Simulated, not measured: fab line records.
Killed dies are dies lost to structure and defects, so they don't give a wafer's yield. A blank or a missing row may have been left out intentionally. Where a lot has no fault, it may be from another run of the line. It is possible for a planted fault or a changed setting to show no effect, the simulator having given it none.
fab line records + flow sky130
record:
- lots: 12
- wafers: 34
- last-day: 50
route steps=708 shown POLY_GATE@205 LI_CONTACT@381 CONTACT@430 VIA1@482
lots untouched by any fault: they come from a run of this same line in which no faults occurred
start-h: start of the lot's first displayed wafer, in hours after the record's first day + wait-h: hours elapsed since this lot's preceding step + " as in the row above + L1.1+2: a single row standing in for several wafers + - no value, or no start given + * or withheld: withheld + < > ~ a bound
route shown NAME@n: NAME is a module with steps in the file, n the number in the route of the first one + usual: average and standard deviation across the fault-free wafers + same: alike in all rows + chamber/n: place in a boat + sites: readings site by site + _std_site: standard deviation of those values + _edge_site: mean of outer sites minus mean of inner sites + radius-mm: for every site, how far away it sits from the centre of the wafer + mask NAME#n: copy n + behind: the most recent tool/chamber to have shaped the wafer + hold: why the lot went on hold/how many hours it stayed there/how the hold came to an end + device: transistor that didn't switch, given as n, p or np + end of line: the route-end tests of the same wafers + a step without rows: its recipe alone + killed: at the first sort, the dies lost to defects and structure; wafer yield is something else + map: a wafer's dies, x killed, . not, _ none there
set.NAME: the setting the step ran with; set.NAME@STEP: the setting that earlier step ran with + model.NAME: the simulator's own value behind a step, which no gauge read
one table for each step of the route and one row for each wafer, over a sample of lots
services: from which hour (start-h, from the record's first day; less than 0 if before it) a tool's chamber was out of use, for how many hours, and why
== steps ==
step: SKY_POLY_GATE_THK_MEAS_01
recipe:
- reads: poly-Si_of_POLY_GATE_CVD_00
usual:
- POLY_GATE_CVD_00_THK: 179.7/1.7
| lot.wafer | tool          | chamber | start-h | wait-h | POLY_GATE_CVD_00_THK[nm] |
|-----------|---------------|---------|---------|--------|--------------------------|
| L482.2    | film-metro-04 | -       | 319.18  | 0.0    | 178.2                    |
| L482.4    | "             | -       | "       | "      | 179.7                    |
| L482.6    | "             | -       | "       | "      | 180.0                    |
| L483.1    | film-metro-04 | -       | 330.12  | 0.0    | 180.9                    |
| L483.3    | "             | -       | "       | "      | 180.8                    |
| L483.5    | "             | -       | "       | "      | 180.8                    |
| L485.1    | film-metro-04 | -       | 348.12  | 0.0    | 178.5                    |
| L485.2    | "             | -       | "       | "      | 180.2                    |
| L485.6    | "             | -       | "       | "      | 179.1                    |
| L487.3    | film-metro-04 | -       | 363.86  | 0.0    | 175.9                    |
| L487.4    | "             | -       | "       | "      | 176.5                    |
| L487.5    | "             | -       | "       | "      | 176.6                    |
| L489.3    | film-metro-04 | -       | 376.50  | 0.0    | 179.2                    |
| L489.6    | "             | -       | "       | "      | 179.6                    |
| L490.5    | film-metro-02 | -       | 391.08  | 0.0    | 179.7                    |
| L490.6    | "             | -       | "       | "      | 180.0                    |
| L499.1    | film-metro-02 | -       | 464.28  | 0.0    | 178.8                    |
| L499.5    | "             | -       | "       | "      | 177.9                    |
| L499.6    | "             | -       | "       | "      | 179.9                    |
| L501.4    | film-metro-03 | -       | 476.57  | 0.0    | 181.7                    |
| L501.5    | "             | -       | "       | "      | 179.7                    |
| L501.6    | "             | -       | "       | "      | 179.4                    |
| L502.1    | film-metro-03 | -       | 483.14  | 0.0    | 176.6                    |
| L502.5    | "             | -       | "       | "      | 176.1                    |
| L502.6    | "             | -       | "       | "      | 176.5                    |
| L503.2    | film-metro-02 | -       | 493.43  | 0.0    | 178.6                    |
| L503.4    | "             | -       | "       | "      | 179.3                    |
| L503.5    | "             | -       | "       | "      | 179.3                    |
| L504.1    | film-metro-04 | -       | 498.98  | 0.0    | 179.7                    |
| L504.2    | "             | -       | "       | "      | 180.8                    |
| L504.3    | "             | -       | "       | "      | 180.1                    |
| L505.1    | film-metro-02 | -       | 507.62  | 0.0    | 180.9                    |
| L505.4    | "             | -       | "       | "      | 180.6                    |
| L505.6    | "             | -       | "       | "      | 177.3                    |
step: SKY_LI_CONTACT_SPUTTER_19
recipe:
- material: Ti
- target-thk-nm: 20
- chamber-pressure-pa: 5
- power-w: 2500
- substrate-temp-c: 200
- time-s: 106.37
usual:
- throttle-valve-pct: 29.8/1.2
same:
- time-s: 106.37
| lot.wafer | tool           | chamber | start-h | wait-h | throttle-valve-pct |
|-----------|----------------|---------|---------|--------|--------------------|
| L482.2    | pvd-sputter-03 | -       | 682.40  | 0.0    | 27.8               |
| L482.4    | "              | -       | "       | "      | 29.1               |
| L482.6    | "              | -       | "       | "      | 29.9               |
| L483.1    | pvd-sputter-03 | -       | 690.97  | 0.0    | 29.2               |
| L483.3    | "              | -       | "       | "      | 29.8               |
| L483.5    | "              | -       | "       | "      | 29.1               |
| L485.1    | pvd-sputter-01 | -       | 710.72  | 0.0    | 29.1               |
| L485.2    | "              | -       | "       | "      | 31.8               |
| L485.6    | "              | -       | "       | "      | 29.3               |
| L487.3    | pvd-sputter-03 | -       | 729.55  | 0.0    | 28.0               |
| L487.4    | "              | -       | "       | "      | 29.4               |
| L487.5    | "              | -       | "       | "      | 29.3               |
| L489.3    | pvd-sputter-01 | -       | 739.37  | 0.0    | 29.2               |
| L489.6    | "              | -       | "       | "      | 31.7               |
| L490.5    | pvd-sputter-02 | -       | 751.27  | 0.0    | 29.1               |
| L490.6    | "              | -       | "       | "      | 31.0               |
| L499.1    | pvd-sputter-02 | -       | 816.35  | 0.0    | 29.0               |
| L499.5    | "              | -       | "       | "      | 29.1               |
| L499.6    | "              | -       | "       | "      | 30.9               |
| L501.4    | pvd-sputter-03 | -       | 830.09  | 0.0    | 28.6               |
| L501.5    | "              | -       | "       | "      | 29.0               |
| L501.6    | "              | -       | "       | "      | 28.7               |
| L502.1    | pvd-sputter-03 | -       | 837.69  | 0.0    | 28.7               |
| L502.5    | "              | -       | "       | "      | 27.9               |
| L502.6    | "              | -       | "       | "      | 29.0               |
| L503.2    | pvd-sputter-02 | -       | 846.97  | 0.0    | 29.1               |
| L503.4    | "              | -       | "       | "      | 31.0               |
| L503.5    | "              | -       | "       | "      | 29.6               |
| L504.1    | pvd-sputter-03 | -       | 847.95  | 0.0    | 28.0               |
| L504.2    | "              | -       | "       | "      | 29.2               |
| L504.3    | "              | -       | "       | "      | 28.7               |
| L505.1    | pvd-sputter-03 | -       | 855.17  | 0.0    | 29.5               |
| L505.4    | "              | -       | "       | "      | 29.9               |
| L505.6    | "              | -       | "       | "      | 29.4               |
step: SKY_CONTACT_CVD_24
recipe:
- material: W
- target-thk-nm: 340
- time-s: 102.12
- temp-c: 400
- pressure-torr: 40
usual:
- heater-power-outer-w: 547/42
- heater-power-w: 869/51
| lot.wafer | tool     | chamber | start-h | wait-h | heater-power-outer-w | heater-power-w |
|-----------|----------|---------|---------|--------|----------------------|----------------|
| L482.2    | cvd-w-01 | 1       | 742.25  | 0.0    | 607                  | 942            |
| L482.4    | "        | 1       | "       | "      | 594                  | 939            |
| L482.6    | "        | 0       | "       | "      | 499                  | 790            |
| L483.1    | cvd-w-01 | 0       | 750.35  | 0.0    | 514                  | 786            |
| L483.3    | "        | 1       | "       | "      | 599                  | 945            |
| L483.5    | "        | 1       | "       | "      | 610                  | 966            |
| L485.1    | cvd-w-02 | 0       | 769.43  | 0.0    | 573                  | 894            |
| L485.2    | "        | 1       | "       | "      | 515                  | 874            |
| L485.6    | "        | 1       | "       | "      | 503                  | 849            |
| L487.3    | cvd-w-01 | 1       | 786.44  | 0.1    | 610                  | 945            |
| L487.4    | "        | 0       | "       | "      | 497                  | 775            |
| L487.5    | "        | 1       | "       | "      | 603                  | 936            |
| L489.3    | cvd-w-02 | 0       | 797.07  | 0.1    | 581                  | 876            |
| L489.6    | "        | 1       | "       | "      | 509                  | 876            |
| L490.5    | cvd-w-02 | 1       | 807.41  | 0.1    | 506                  | 848            |
| L490.6    | "        | 0       | "       | "      | 571                  | 886            |
| L499.1    | cvd-w-02 | 1       | 871.78  | 0.0    | 517                  | 854            |
| L499.5    | "        | 0       | "       | "      | 580                  | 877            |
| L499.6    | "        | 1       | "       | "      | 499                  | 857            |
| L501.4    | cvd-w-02 | 1       | 885.64  | 0.0    | 517                  | 876            |
| L501.5    | "        | 0       | "       | "      | 581                  | 859            |
| L501.6    | "        | 1       | "       | "      | 499                  | 843            |
| L502.1    | cvd-w-01 | 1       | 892.81  | 0.0    | 614                  | 949            |
| L502.5    | "        | 1       | "       | "      | 603                  | 971            |
| L502.6    | "        | 0       | "       | "      | 507                  | 794            |
| L503.2    | cvd-w-01 | 0       | 902.10  | 0.0    | 502                  | 801            |
| L503.4    | "        | 1       | "       | "      | 606                  | 962            |
| L503.5    | "        | 1       | "       | "      | 612                  | 976            |
| L504.1    | cvd-w-02 | 1       | 903.10  | 0.0    | 511                  | 857            |
| L504.2    | "        | 0       | "       | "      | 583                  | 862            |
| L504.3    | "        | 1       | "       | "      | 508                  | 879            |
| L505.1    | cvd-w-02 | 0       | 910.41  | 0.0    | 571                  | 888            |
| L505.4    | "        | 0       | "       | "      | 571                  | 887            |
| L505.6    | "        | 1       | "       | "      | 508                  | 871            |
step: SKY_CONTACT_RS_MEAS_25
recipe:
- thk-meas-gauge: four-point-probe
- reads: W_of_CONTACT_CVD_24+TiN_of_CONTACT_SPUTTER_23
usual:
- CONTACT_W_RS: 0.337/0.0045
| lot.wafer | tool          | chamber | start-h | wait-h | CONTACT_W_RS[ohm/sq] |
|-----------|---------------|---------|---------|--------|----------------------|
| L482.2    | film-metro-03 | -       | 742.38  | 0.1    | 0.337                |
| L482.4    | "             | -       | "       | "      | 0.335                |
| L482.6    | "             | -       | "       | "      | 0.344                |
| L483.1    | film-metro-01 | -       | 750.46  | 0.1    | 0.342                |
| L483.3    | "             | -       | "       | "      | 0.337                |
| L483.5    | "             | -       | "       | "      | 0.344                |
| L485.1    | film-metro-03 | -       | 769.54  | 0.1    | 0.336                |
| L485.2    | "             | -       | "       | "      | 0.333                |
| L485.6    | "             | -       | "       | "      | 0.333                |
| L487.3    | film-metro-01 | -       | 786.55  | 0.1    | 0.338                |
| L487.4    | "             | -       | "       | "      | 0.342                |
| L487.5    | "             | -       | "       | "      | 0.344                |
| L489.3    | film-metro-01 | -       | 797.18  | 0.1    | 0.316                |
| L489.6    | "             | -       | "       | "      | 0.317                |
| L490.5    | film-metro-03 | -       | 807.53  | 0.1    | 0.333                |
| L490.6    | "             | -       | "       | "      | 0.313                |
| L499.1    | film-metro-01 | -       | 871.89  | 0.1    | 0.333                |
| L499.5    | "             | -       | "       | "      | 0.331                |
| L499.6    | "             | -       | "       | "      | 0.334                |
| L501.4    | film-metro-02 | -       | 885.77  | 0.1    | 0.334                |
| L501.5    | "             | -       | "       | "      | 0.331                |
| L501.6    | "             | -       | "       | "      | 0.335                |
| L502.1    | film-metro-02 | -       | 892.92  | 0.1    | 0.346                |
| L502.5    | "             | -       | "       | "      | 0.341                |
| L502.6    | "             | -       | "       | "      | 0.346                |
| L503.2    | film-metro-01 | -       | 902.23  | 0.1    | 0.348                |
| L503.4    | "             | -       | "       | "      | 0.343                |
| L503.5    | "             | -       | "       | "      | 0.342                |
| L504.1    | film-metro-01 | -       | 903.21  | 0.1    | 0.335                |
| L504.2    | "             | -       | "       | "      | 0.330                |
| L504.3    | "             | -       | "       | "      | 0.334                |
| L505.1    | film-metro-01 | -       | 910.52  | 0.1    | 0.334                |
| L505.4    | "             | -       | "       | "      | 0.329                |
| L505.6    | "             | -       | "       | "      | 0.339                |
step: SKY_CONTACT_THK_MEAS_26
recipe:
- thk-meas-gauge: xrf
- reads: W_of_CONTACT_CVD_24
usual:
- CONTACT_W_THK: 338/5.2
| lot.wafer | tool          | chamber | start-h | wait-h | CONTACT_W_THK[nm] |
|-----------|---------------|---------|---------|--------|-------------------|
| L482.2    | film-metro-03 | -       | 742.49  | 0.1    | 337               |
| L482.4    | "             | -       | "       | "      | 341               |
| L482.6    | "             | -       | "       | "      | 329               |
| L483.1    | film-metro-01 | -       | 750.58  | 0.1    | 332               |
| L483.3    | "             | -       | "       | "      | 339               |
| L483.5    | "             | -       | "       | "      | 332               |
| L485.1    | film-metro-03 | -       | 769.66  | 0.1    | 339               |
| L485.2    | "             | -       | "       | "      | 340               |
| L485.6    | "             | -       | "       | "      | 339               |
| L487.3    | film-metro-01 | -       | 786.65  | 0.1    | 340               |
| L487.4    | "             | -       | "       | "      | 336               |
| L487.5    | "             | -       | "       | "      | 334               |
| L489.3    | film-metro-01 | -       | 797.28  | 0.1    | 360               |
| L489.6    | "             | -       | "       | "      | 358               |
| L490.5    | film-metro-03 | -       | 807.61  | 0.1    | 340               |
| L490.6    | "             | -       | "       | "      | 363               |
| L499.1    | film-metro-01 | -       | 872.01  | 0.1    | 347               |
| L499.5    | "             | -       | "       | "      | 347               |
| L499.6    | "             | -       | "       | "      | 344               |
| L501.4    | film-metro-02 | -       | 885.86  | 0.1    | 335               |
| L501.5    | "             | -       | "       | "      | 340               |
| L501.6    | "             | -       | "       | "      | 337               |
| L502.1    | film-metro-02 | -       | 893.04  | 0.1    | 324               |
| L502.5    | "             | -       | "       | "      | 329               |
| L502.6    | "             | -       | "       | "      | 325               |
| L503.2    | film-metro-01 | -       | 902.34  | 0.1    | 330               |
| L503.4    | "             | -       | "       | "      | 336               |
| L503.5    | "             | -       | "       | "      | 335               |
| L504.1    | film-metro-01 | -       | 903.33  | 0.1    | 343               |
| L504.2    | "             | -       | "       | "      | 348               |
| L504.3    | "             | -       | "       | "      | 342               |
| L505.1    | film-metro-01 | -       | 910.64  | 0.1    | 345               |
| L505.4    | "             | -       | "       | "      | 347               |
| L505.6    | "             | -       | "       | "      | 337               |
step: SKY_VIA1_CMP_24
recipe:
- stop-on: SiO2
- t-overpolish-s: 15
- down-force-psi: 3.5
- platen-rpm: 60
- target-thk-nm: 0
- pad-velocity-m-s: 0.94248
usual:
- motor-current-A: 11.6/1.1
- overpolish-run-s: 15.001/0.0094
- time-to-endpoint-s: 63/4.4
| lot.wafer | tool   | chamber | start-h | wait-h | motor-current-A | overpolish-run-s | time-to-endpoint-s |
|-----------|--------|---------|---------|--------|-----------------|------------------|--------------------|
| L482.2    | cmp-02 | 3       | 799.46  | 0.1    | 10.3            | 15.008           | 60                 |
| L482.4    | "      | 1       | "       | "      | 11.2            | 14.994           | 64                 |
| L482.6    | "      | 3       | "       | "      | 9.9             | 15.011           | 60                 |
| L483.3    | cmp-02 | 2       | 807.59  | 0.0    | 11.2            | 14.994           | 62                 |
| L483.1    | "      | 1       | "       | "      | 11.7            | 15.005           | 67                 |
| L483.5    | "      | 3       | "       | "      | 10.0            | 14.995           | 62                 |
| L485.1    | cmp-01 | 2       | 826.30  | 0.1    | 11.8            | 14.991           | 66                 |
| L485.2    | "      | 3       | "       | "      | 11.9            | 14.992           | 63                 |
| L485.6    | "      | 0       | "       | "      | 10.9            | 14.982           | 64                 |
| L487.3    | cmp-01 | 0       | 843.51  | 0.1    | 10.9            | 14.983           | 60                 |
| L487.4    | "      | 1       | "       | "      | 11.7            | 14.993           | 55                 |
| L487.5    | "      | 3       | "       | "      | 11.8            | 15.028           | 58                 |
| L489.3    | cmp-02 | 1       | 852.93  | 0.4    | 11.7            | 15.003           | 62                 |
| L489.6    | "      | 2       | "       | "      | 11.9            | 15.015           | 58                 |
| L490.6    | cmp-01 | 2       | 863.37  | 0.2    | 12.2            | 15.006           | 67                 |
| L490.5    | "      | 3       | "       | "      | 12.1            | 14.994           | 63                 |
| L499.1    | cmp-02 | 1       | 926.22  | 0.1    | 11.0            | 15.002           | 65                 |
| L499.5    | "      | 3       | "       | "      | 9.9             | 15.013           | 62                 |
| L499.6    | "      | 0       | "       | "      | 14.0            | 14.978           | 72                 |
| L501.4    | cmp-01 | 0       | 941.08  | 0.1    | 10.8            | 15.015           | 58                 |
| L501.6    | "      | 2       | "       | "      | 11.8            | 14.992           | 67                 |
| L501.5    | "      | 3       | "       | "      | 12.2            | 14.998           | 58                 |
| L502.1    | cmp-01 | 2       | 945.75  | 0.1    | 11.7            | 14.978           | 68                 |
| L502.6    | "      | 0       | "       | "      | 11.0            | 15.001           | 64                 |
| L502.5    | "      | 1       | "       | "      | 12.1            | 14.997           | 59                 |
| L503.2    | cmp-01 | 2       | 953.88  | 0.1    | 12.0            | 15.018           | 68                 |
| L503.4    | "      | 0       | "       | "      | 11.0            | 15.004           | 66                 |
| L503.5    | "      | 2       | "       | "      | 11.5            | 15.007           | 71                 |
| L504.1    | cmp-01 | 2       | 956.48  | 0.1    | 11.7            | 15.006           | 69                 |
| L504.3    | "      | 3       | "       | "      | 11.6            | 14.996           | 68                 |
| L504.2    | "      | 1       | "       | "      | 11.7            | 14.994           | 60                 |
| L505.4    | cmp-01 | 2       | 963.52  | 0.3    | 12.4            | 15.004           | 69                 |
| L505.1    | "      | 3       | "       | "      | 12.2            | 15.015           | 63                 |
| L505.6    | "      | 1       | "       | "      | 11.6            | 15.007           | 60                 |
== services ==
| tool           | chamber | start-h | hours | kind   |
|----------------|---------|---------|-------|--------|
| cvd-w-02       | -       | 667.56  | 1.1   | repair |
| cvd-w-02       | -       | 687.85  | 2.1   | repair |
| cmp-02         | -       | 735.17  | 1.9   | repair |
| cmp-01         | -       | 736.00  | 1.0   | repair |
| pvd-sputter-03 | -       | 740.80  | 35.9  | repair |
| cmp-01         | -       | 744.33  | 4.0   | pm     |
| cmp-01         | -       | 748.33  | 7.8   | pm     |
| cvd-w-01       | 1       | 757.15  | 3.4   | repair |
| cvd-w-02       | -       | 804.69  | 0.3   | repair |
| cvd-w-01       | -       | 812.89  | 1.3   | repair |
| cmp-01         | -       | 837.09  | 6.3   | pm     |
| cmp-02         | -       | 839.33  | 0.5   | repair |
| cmp-01         | -       | 846.65  | 2.5   | repair |
| cmp-01         | -       | 851.60  | 1.3   | repair |
| cmp-02         | -       | 866.45  | 0.8   | repair |
| cmp-02         | -       | 870.16  | 0.2   | repair |
| cmp-02         | -       | 891.69  | 0.5   | repair |
| cvd-w-01       | -       | 904.00  | 14.0  | pm     |
| cvd-w-02       | -       | 904.61  | 1.0   | repair |
| cmp-02         | -       | 912.00  | 4.0   | pm     |
| cmp-01         | -       | 913.18  | 1.4   | repair |
| cvd-w-01       | 1       | 955.17  | 20.8  | repair |
| cmp-02         | -       | 960.89  | 23.7  | pm     |
| pvd-sputter-03 | -       | 962.46  | 3.5   | repair |
== key ==
first-sign:
- step: SKY_CONTACT_RS_MEAS_25
- reading: CONTACT_W_RS
- direction: down
- sigmas: 4.9
- usual: 0.337
- struck: 0.315
effect:
- step: SKY_CONTACT_THK_MEAS_26
- reading: CONTACT_W_THK
- direction: up
- sigmas: 4.3
- usual: 338
- struck: 360
met-at SKY_CONTACT_CVD_24
struck-lots L489,L490
struck-wafers L489.3,L489.6,L490.6
tester-left-out L489,L490
not-acting-at SKY_POLY_GATE_THK_MEAS_01,SKY_LI_CONTACT_SPUTTER_19,SKY_VIA1_CMP_24
onset-between 769.43 797.07
fault:
- kind: process-parameter-drift
- tool: cvd-w-02
- chamber: -
- onset-h: 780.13
- steps: SKY_CONTACT_CVD_24
- channel: target-thk-nm
- offset: 19.318
- shape: step
- end-h: 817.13
- scope: struck-wafers-only
- acts-in: these-recipes-only
- stated: 340
tester-left-out: of these lots the tester's yield and bins aren't shown, on N5 and GAA mostly nor the transistor test; their killed dies are dies lost to structure and defects alone, not to doping, threshold or leakage, so they don't give the yield
